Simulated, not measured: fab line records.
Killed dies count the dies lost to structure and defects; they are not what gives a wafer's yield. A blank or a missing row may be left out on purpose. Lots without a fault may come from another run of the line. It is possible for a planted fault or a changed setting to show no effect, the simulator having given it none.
fab line records    flow sky130
record: lots: 5  wafers: 15  lastDay: 50
route steps=708 shown METAL4@634 VIA4@639 PAD_OPEN@708
lots untouched by any fault: they come from a run of this same line in which no faults occurred
startH: hours from the record's first day to the start of the lot's first wafer shown    waitH: hours from the lot's prior step to this one    " the same as in the row above    L1.1+2: one row covering several wafers at once    - either no value or no given start    * or withheld: withheld    < > ~ a bound
route shown NAME@n: names a module that has steps shown in the file, with the first one's number in the route    usual: mean/standard deviation of fault-free wafers    same: alike in all rows    chamber/n: place in a boat    sites: readings site by site    _std_site: standard deviation across them    _edge_site: outer sites' mean less inner sites'    radiusMm: for every site, how far away it sits from the centre of the wafer    mask NAME#n: copy n    behind: the tool/chamber that last shaped the wafer    hold: reason for holding the lot/hours on hold/outcome of the hold    device: which transistor (n, p or np) failed to switch    end of line: tests run on the same wafers once the route is complete    step lacking rows: just its recipe    killed: count of dies lost to structure and defects at first sort (not the wafer's yield)    map: a wafer's dies, marking killed ones x, the rest . and places with no die _
set.NAME: the setting as run; set.NAME@STEP: as run at that earlier step    model.NAME: the simulator's own value behind a step, which no gauge read
a table for each step, a row for each wafer; lots at some steps of the route
services: from which hour (startH, from the record's first day; less than 0 if before it) a tool's chamber was out of use, for how many hours, and why
== steps ==
step: SKY_METAL4_METAL_ETCH_18
recipe: targetDepthA: 8450  stopOn: SiO2  overEtchFrac: 0.3  timeS: 183.1  chemistry: Cl2/BCl3  resistSidewallDeg: 88  pressureMtorr: 10  icpW: 900  biasW: 48.5  Cl2_flow_sccm: 60  bcl3FlowSccm: 30
usual: bcl3FlowSccm: 30.00/0.097  drypumpMotorCurrentA: 5.7/0.51  oesProductAu: 0.866/0.0054  throttleValvePct: 22.263/0.0088
lot.wafer  tool         chamber  startH   waitH  bcl3FlowSccm  drypumpMotorCurrentA  oesProductAu  rfHoursCounterH  throttleValvePct
L103.1     rieMetal-01  1        985.85   0.0    30.02         5.1                   0.868         12               22.271
L103.4     "            1        "        "      29.96         5.1                   0.861         -                22.265
L103.5     "            0        "        "      30.02         6.2                   0.859         -                22.283
L109.1     rieMetal-01  0        1020.88  0.0    29.89         6.2                   0.867         0                22.277
L109.2     "            1        "        "      30.07         5.1                   0.874         16               22.256
L109.3     "            1        "        "      30.00         5.1                   0.857         -                22.269
L122.2     rieMetal-03  1        1099.89  0.0    30.04         5.5                   0.859         13               22.269
L122.3     "            1        "        "      30.10         5.5                   0.858         -                22.267
L122.4     "            0        "        "      29.79         4.9                   0.858         -                22.267
L123.3     rieMetal-02  1        1109.65  0.1    30.02         6.3                   0.867         -                22.277
L123.4     "            1        "        "      29.95         6.3                   0.860         -                22.282
L123.5     "            1        "        "      29.98         6.2                   0.866         -                22.267
L126.1     rieMetal-03  1        1121.66  0.0    29.97         5.5                   0.866         14               22.270
L126.5     "            0        "        "      29.99         4.9                   0.871         -                22.261
L126.6     "            1        "        "      29.94         5.5                   0.875         -                22.269
step: SKY_METAL4_STRIP_19
recipe: chemistry: O2/N2  powerW: 1400  pressureMtorr: 1500  platenTempC: withheld  o2FlowSccm: 3000  n2FlowSccm: 300  overashFraction: 0.5
usual: drypumpMotorCurrentA: 5.4/0.31  oesProductAu: 0.503/0.0054  stripTimeToEndpointS: 6.53/0.063
lot.wafer  tool            chamber  startH   waitH  drypumpMotorCurrentA  oesProductAu  rfHoursCounterH  stripTimeToEndpointS
L103.1     plasmaAsher-01  0        986.03   0.1    4.8                   0.503         60               6.57
L103.4     "               1        "        "      5.4                   0.492         -                6.51
L103.5     "               1        "        "      5.4                   0.500         -                6.52
L109.1     plasmaAsher-01  1        1021.05  0.1    5.4                   0.500         64               6.51
L109.2     "               0        "        "      4.8                   0.514         64               6.60
L109.3     "               1        "        "      5.4                   0.518         -                6.60
L122.2     plasmaAsher-04  0        1100.06  0.1    5.2                   0.503         3                6.48
L122.3     "               0        "        "      5.1                   0.504         -                6.47
L122.4     "               1        "        "      5.3                   0.496         -                6.48
L123.3     plasmaAsher-02  1        1109.92  0.2    5.7                   0.505         -                6.56
L123.4     "               0        "        "      5.5                   0.505         -                6.56
L123.5     "               1        "        "      5.8                   0.504         -                6.65
L126.1     plasmaAsher-02  1        1121.83  0.1    5.7                   0.503         100              6.60
L126.5     "               1        "        "      5.7                   0.498         -                6.51
L126.6     "               0        "        "      5.6                   0.495         -                6.53
step: SKY_METAL4_STRIP_20
recipe: chemistry: postEtchResidueRemover  timeS: 1200  tempC: 72.5
step: SKY_METAL4_CLEAN_21
recipe: chemistry: IPA  timeS: 180  tempC: 25
step: SKY_METAL4_CLEAN_22
recipe: chemistry: O3/DIW  dry: n2Spin
step: SKY_VIA4_HDPCVD_00
recipe: material: SiO2  targetThkNm: 1750  sigmaOpenFrac: 0.3  timeS: 291.7  tempC: 400  sih4FlowSccm: 60  pressureMtorr: 6
step: SKY_VIA4_THK_MEAS_01
recipe: reads: SiO2_of_VIA4_HDPCVD_00
usual: VIA4_HDPCVD_THK: 1751/17
lot.wafer  tool          chamber  startH   waitH  VIA4_HDPCVD_THK[nm]
L103.1     filmMetro-03  -        986.80   0.1    1740
L103.4     "             -        "        "      1745
L103.5     "             -        "        "      1734
L109.1     filmMetro-03  -        1021.86  0.1    1774
L109.2     "             -        "        "      1772
L109.3     "             -        "        "      1764
L122.2     filmMetro-02  -        1100.85  0.1    1761
L122.3     "             -        "        "      1761
L122.4     "             -        "        "      1741
L123.3     filmMetro-04  -        1110.69  0.1    1758
L123.4     "             -        "        "      1744
L123.5     "             -        "        "      1749
L126.1     filmMetro-03  -        1122.75  0.1    1735
L126.5     "             -        "        "      1736
L126.6     "             -        "        "      1767
step: SKY_VIA4_CMP_02
recipe: material: SiO2  downForcePsi: 4  platenRpm: 60  padVelocityMS: 0.94248
usual: motorCurrentA: 12.2/1.3
lot.wafer  tool    chamber  startH   waitH  motorCurrentA
L103.4     cmp-01  1        986.91   0.1    12.4
L103.1     "       2        "        "      10.1
L103.5     "       1        "        "      12.2
L109.3     cmp-02  1        1021.97  0.1    14.8
L109.1     "       2        "        "      12.6
L109.2     "       3        "        "      11.8
L122.2     cmp-01  1        1101.25  0.4    11.7
L122.4     "       2        "        "      10.7
L122.3     "       0        "        "      11.7
L123.4     cmp-01  2        1111.16  0.5    10.5
L123.3     "       0        "        "      10.6
L123.5     "       2        "        "      10.7
L126.1     cmp-02  0        1122.81  0.1    12.9
L126.6     "       0        "        "      14.2
L126.5     "       1        "        "      14.8
step: SKY_VIA4_BOW_MEAS_03
recipe: mode: bow
usual: VIA4_BOW: 82/10
lot.wafer  tool          chamber  startH   waitH  VIA4_BOW[um]
L103.1     filmMetro-04  -        987.16   0.1    85
L103.4     "             -        "        "      77
L103.5     "             -        "        "      88
L109.1     filmMetro-04  -        1022.22  0.1    87
L109.2     "             -        "        "      95
L109.3     "             -        "        "      89
L122.2     filmMetro-02  -        1101.57  0.3    93
L122.3     "             -        "        "      90
L122.4     "             -        "        "      70
L123.3     filmMetro-04  -        1111.45  0.1    91
L123.4     "             -        "        "      90
L123.5     "             -        "        "      76
L126.1     filmMetro-04  -        1123.11  0.2    102
L126.5     "             -        "        "      103
L126.6     "             -        "        "      78
step: SKY_VIA4_DEHYDRATE_04
recipe: tempC: 200  timeS: 60
step: SKY_VIA4_HMDS_05
recipe: primeTimeS: 60  primeTempC: 120
step: SKY_VIA4_COAT_06
recipe: resist: NOVOLAK  spinRpm: 3000  resistThkNm: 1140
step: SKY_VIA4_SOFTBAKE_07
recipe: tempC: 90  timeS: 60  resist: NOVOLAK
usual: plateTempC: 90.00/0.14  runLengthS: 89.2/0.31
lot.wafer  tool           chamber  startH   waitH  plateTempC  runLengthS
L103.1     lithoTrack-03  0        998.82   0.1    89.89       89.4
L103.4     "              0        "        "      89.84       89.2
L103.5     "              0        "        "      89.77       89.2
L109.1     lithoTrack-02  0        1033.06  0.1    90.22       89.4
L109.2     "              0        "        "      89.92       89.5
L109.3     "              0        "        "      90.08       89.3
L122.2     lithoTrack-02  0        1111.84  0.1    89.98       89.3
L122.3     "              0        "        "      90.08       89.5
L122.4     "              0        "        "      90.11       93.5
L123.3     lithoTrack-03  0        1120.67  0.1    89.77       89.6
L123.4     "              0        "        "      89.81       89.2
L123.5     "              0        "        "      89.87       89.5
L126.1     lithoTrack-03  0        1132.77  0.1    89.83       89.4
L126.5     "              0        "        "      89.77       89.2
L126.6     "              0        "        "      89.86       89.2
step: SKY_VIA4_EXPOSE_08
recipe: maskId: VIM4  na: 0.6  sourceShape: conventional  sigmaOuter: 0.6  polarization: unpolarized  targetCdNm: 800  doseMj: 132
step: SKY_PAD_OPEN_PROBE_99
usual: defectLimitedYield: 82.4/2  killed_at_M0_to_M3: 44/6.8  killed_at_M4_up: 3.4/2  killedAtContacts: 24/5.2  killedAtFrontEnd: 15/5.2  killedAtOther: 0.2/0.46  killedDies: 87/9.8  killedOpen: 47/7.5  killedShort: 39/6.8  sort_bin_3_pad_short: 0.8/0.37  sort_bin_5_function: 10.5/1.5  sort_bin_6_memory: 6.3/1.2  sortNPass: 405/9.8  sortYieldPct: 82.4/2
same: grossDies: 492  killedAtBackSide: 0  sort_bin_4_leakage[%]: 0  sort_bin_8_speed[%]: 0
lot.wafer  tool       chamber  startH   waitH  defectLimitedYield[%]  killed_at_M0_to_M3  killed_at_M4_up  killedAtContacts  killedAtFrontEnd  killedAtOther  killedDies  killedOpen  killedShort  sort_bin_3_pad_short[%]  sort_bin_5_function[%]  sort_bin_6_memory[%]  sortNPass  sortYieldPct[%]
L103.1     prober-02  -        1081.30  0.1    79.7                   52                  4                24                20                0              100         52          48           1.2                      13.2                    5.9                   392        79.7
L103.4     prober-02  -        1081.45  0.2    82.3                   43                  3                22                18                1              87          46          41           1.0                      10.4                    6.3                   405        82.3
L103.5     prober-02  -        1081.50  0.2    84.1                   40                  2                24                11                1              78          42          36           1.2                      10.4                    4.3                   414        84.1
L109.1     prober-02  -        1113.34  0.1    84.1                   40                  4                22                12                0              78          48          30           0.8                      9.8                     5.3                   414        84.1
L109.2     prober-02  -        1113.39  0.1    86.2                   31                  8                22                7                 0              68          32          36           0.8                      8.3                     4.7                   424        86.2
L109.3     prober-02  -        1113.44  0.2    83.3                   42                  5                21                14                0              82          40          42           0.8                      10.2                    5.7                   410        83.3
L122.2     prober-01  -        1180.79  0.1    83.5                   42                  3                28                8                 0              81          42          39           0.8                      10.4                    5.3                   411        83.5
L122.3     prober-01  -        1180.84  0.2    81.5                   48                  1                28                14                0              91          40          51           0.6                      11.8                    6.1                   401        81.5
L122.4     prober-01  -        1180.89  0.2    82.9                   39                  1                28                16                0              84          50          34           0.8                      10.0                    6.3                   408        82.9
L123.3     prober-02  -        1186.67  0.2    81.7                   48                  4                25                12                1              90          42          48           0.6                      11.0                    6.7                   402        81.7
L123.4     prober-02  -        1186.72  0.2    85.0                   42                  5                17                10                0              74          31          43           0.8                      8.5                     5.7                   418        85.0
L123.5     prober-02  -        1186.77  0.2    81.1                   45                  2                26                20                0              93          58          35           1.2                      11.2                    6.5                   399        81.1
L126.1     prober-01  -        1196.49  0.1    82.7                   48                  8                15                14                0              85          46          39           0.8                      10.8                    5.7                   407        82.7
L126.5     prober-01  -        1196.69  0.2    83.3                   30                  8                28                16                0              82          45          37           0.4                      10.0                    6.3                   410        83.3
L126.6     prober-01  -        1196.74  0.2    81.7                   52                  5                22                11                0              90          49          41           1.0                      10.0                    7.3                   402        81.7
killed by level:class
L103.1 VIA2:geometricParticle:open=10 CONTACT:geometricParticle:open=9 METAL1:geometricParticle:short=8 VIA1:geometricParticle:open=8 FIELD_ISO:geometricParticle:short=5 VIA1:geometricParticle:short=5 METAL2:geometricParticle:short=5 VIA3:geometricParticle:open=5
L103.4 VIA1:geometricParticle:open=14 LOCAL_INTERCONNECT:geometricParticle:short=7 POLY_GATE:geometricParticle:short=6 LI_CONTACT:geometricParticle:open=6 VIA3:geometricParticle:open=6 CONTACT:geometricParticle:open=5 VIA2:geometricParticle:open=5 VIA3:geometricParticle:short=5
L103.5 VIA1:geometricParticle:open=11 CONTACT:geometricParticle:open=10 LOCAL_INTERCONNECT:geometricParticle:short=8 VIA2:geometricParticle:open=7 VIA3:geometricParticle:open=5 FIELD_ISO:geometricParticle:short=4 LI_CONTACT:geometricParticle:open=4 METAL1:geometricParticle:short=4
L109.1 VIA3:geometricParticle:open=11 CONTACT:geometricParticle:open=10 FIELD_ISO:geometricParticle:open=6 VIA2:geometricParticle:open=6 LI_CONTACT:geometricParticle:open=5 CONTACT:geometricParticle:short=5 VIA1:geometricParticle:open=5 VIA3:geometricParticle:short=4
L109.2 VIA2:geometricParticle:open=9 CONTACT:geometricParticle:open=8 LI_CONTACT:geometricParticle:open=6 VIA1:geometricParticle:short=6 METAL2:geometricParticle:short=5 METAL1:geometricParticle:short=4 METAL4:geometricParticle:short=4 METAL4:geometricParticle:open=4
L109.3 METAL2:geometricParticle:short=11 CONTACT:geometricParticle:open=9 VIA1:geometricParticle:open=8 FIELD_ISO:geometricParticle:short=5 VIA3:geometricParticle:open=5 FIELD_ISO:geometricParticle:open=4 LI_CONTACT:geometricParticle:open=4 LOCAL_INTERCONNECT:geometricParticle:short=4
L122.2 CONTACT:geometricParticle:open=16 METAL1:geometricParticle:short=8 VIA1:geometricParticle:open=7 METAL2:geometricParticle:short=6 VIA2:geometricParticle:open=5 LI_CONTACT:geometricParticle:open=4 VIA1:geometricParticle:short=4 VIA3:geometricParticle:open=4
L122.3 VIA1:geometricParticle:open=12 METAL1:geometricParticle:short=10 LI_CONTACT:geometricParticle:open=7 METAL2:geometricParticle:short=7 CONTACT:geometricParticle:open=6 LOCAL_INTERCONNECT:geometricParticle:short=5 CONTACT:geometricParticle:short=5 FIELD_ISO:geometricParticle:short=4
L122.4 CONTACT:geometricParticle:open=11 VIA1:geometricParticle:open=9 LI_CONTACT:geometricParticle:open=8 VIA2:geometricParticle:open=8 VIA3:geometricParticle:open=6 FIELD_ISO:geometricParticle:open=4 METAL2:geometricParticle:short=4 FIELD_ISO:geometricParticle:short=3
L123.3 VIA1:geometricParticle:open=11 VIA1:geometricParticle:short=10 CONTACT:geometricParticle:open=6 LI_CONTACT:geometricParticle:open=5 VIA2:geometricParticle:open=5 LOCAL_INTERCONNECT:geometricParticle:short=5 CONTACT:geometricParticle:short=5 METAL1:geometricParticle:short=4
L123.4 METAL1:geometricParticle:short=11 VIA1:geometricParticle:open=10 CONTACT:geometricParticle:open=5 VIA1:geometricParticle:short=5 VIA3:geometricParticle:short=5 FIELD_ISO:geometricParticle:short=4 LI_CONTACT:geometricParticle:open=4 METAL2:geometricParticle:short=4
L123.5 VIA1:geometricParticle:open=17 LI_CONTACT:geometricParticle:open=9 FIELD_ISO:geometricParticle:open=8 CONTACT:geometricParticle:open=8 METAL1:geometricParticle:short=7 FIELD_ISO:geometricParticle:short=5 VIA2:geometricParticle:open=5 POLY_GATE:geometricParticle:short=4
L126.1 VIA3:geometricParticle:open=11 LI_CONTACT:geometricParticle:open=9 VIA1:geometricParticle:open=8 METAL1:geometricParticle:short=7 METAL4:geometricParticle:short=6 VIA1:geometricParticle:short=6 METAL3:geometricParticle:short=6 POLY_GATE:geometricParticle:open=4
L126.5 LI_CONTACT:geometricParticle:open=9 VIA1:geometricParticle:open=8 LOCAL_INTERCONNECT:geometricParticle:short=7 FIELD_ISO:geometricParticle:open=6 CONTACT:geometricParticle:open=6 VIA2:geometricParticle:open=5 METAL4:geometricParticle:short=5 CONTACT:geometricParticle:short=4
L126.6 VIA1:geometricParticle:open=11 CONTACT:geometricParticle:open=9 METAL2:geometricParticle:short=8 LI_CONTACT:geometricParticle:open=7 VIA3:geometricParticle:open=7 METAL1:geometricParticle:short=5 VIA2:geometricParticle:open=5 VIA1:geometricParticle:short=5
== services ==
tool            chamber  startH   hours  kind
rieMetal-01     -        970.23   0.5    repair
rieMetal-01     0        997.29   -      clean
rieMetal-01     0        997.29   18.0   scheduledDown
rieMetal-01     0        997.29   18.0   ventCycle
rieMetal-02     -        1010.25  14.6   pm
cmp-01          -        1039.91  1.2    repair
plasmaAsher-01  -        1048.08  2.8    pm
plasmaAsher-04  -        1055.25  9.0    pm
plasmaAsher-04  0        1055.25  9.0    ventCycle
plasmaAsher-04  1        1055.25  9.0    ventCycle
plasmaAsher-04  0        1064.25  -      clean
plasmaAsher-04  1        1064.25  -      clean
cmp-02          -        1064.51  0.4    repair
cmp-02          -        1080.51  2.8    repair
cmp-02          -        1084.03  4.0    pm
cmp-02          -        1088.03  -      consumableReplace:conditioner
cmp-02          -        1088.03  -      consumableReplace:pad
rieMetal-02     0        1093.71  -      clean
rieMetal-02     0        1093.71  23.3   scheduledDown
rieMetal-02     0        1093.71  23.3   ventCycle
rieMetal-03     -        1096.68  0.3    repair
cmp-02          -        1100.02  14.4   pm
plasmaAsher-04  -        1126.10  3.5    repair
== key ==
firstSign: step: SKY_VIA4_SOFTBAKE_07  reading: runLengthS  direction: up  sigmas: 14  usual: *  struck: *
effect none on later readings
metAt SKY_VIA4_SOFTBAKE_07
struckWafers L122.4
onsetBetween 1033.06 1111.84
fault: kind: processParameterDrift  tool: lithoTrack-02  chamber: -  onsetH: 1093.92  steps: SKY_VIA4_SOFTBAKE_07  channel: timeS  offset: *  shape: step  endH: 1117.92  scope: struckWafersOnly  actsIn: *  stated: *
